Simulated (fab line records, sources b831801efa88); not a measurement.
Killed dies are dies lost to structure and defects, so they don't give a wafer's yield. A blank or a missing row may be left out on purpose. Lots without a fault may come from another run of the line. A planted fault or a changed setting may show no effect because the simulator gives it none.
Chamber matching | flow sky130 | SKY_VIA2_HDPCVD_00 on hdpcvd-02: 3 sister chambers
The step deposits SiO2, target thk 1180 nm, time 196.7 s. 6 wafers are shown with their chamber, then 8 later ones without.

WAFERS WITH THEIR CHAMBER
wafer  | chamber | run_length_s (s)
L395.2 | 1       | 224.2
L395.5 | 0       | 225.7
L405.4 | 0       | 225.4
L405.5 | 1       | 224.3
L405.6 | 2       | 223.9
L407.2 | 2       | 223.6

WAFERS WITHOUT THEIR CHAMBER
wafer  | run_length_s (s)
L407.5 | 224.5
L407.6 | 224.0
L409.3 | 224.0
L409.5 | 225.4
L409.6 | 224.3
L412.1 | 223.9
L412.3 | 225.6
L412.6 | 224.6

WHICH CHAMBER EACH WENT THROUGH
wafer  | from the rows above     | in truth
L407.5 | 1                       | 1
L407.6 | can't be placed: 1 or 2 | 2
L409.3 | can't be placed: 1 or 2 | 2
L409.5 | 0                       | 0
L409.6 | 1                       | 1
L412.1 | can't be placed: 2 or 1 | 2
L412.3 | 0                       | 0
L412.6 | 1                       | 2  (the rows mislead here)
Placed correctly: 4 of 8. Can't be placed from these rows: 3 (the true chamber is among the candidates in 3). Placed wrongly: 1.
How it was worked out, from the rows above alone: a wafer's distance from a chamber is the root of the sum, over the readings, of the square of ((its reading less the chamber's mean) divided by the reading's scatter). The wafer belongs to the nearest chamber; if the next one is less than 2 further off, it can't be placed. A chamber's mean is the mean of its shown wafers. The scatter: the root of (the sum of the squares of (reading less its chamber's mean) over the shown wafers, divided by (wafers less chambers)).
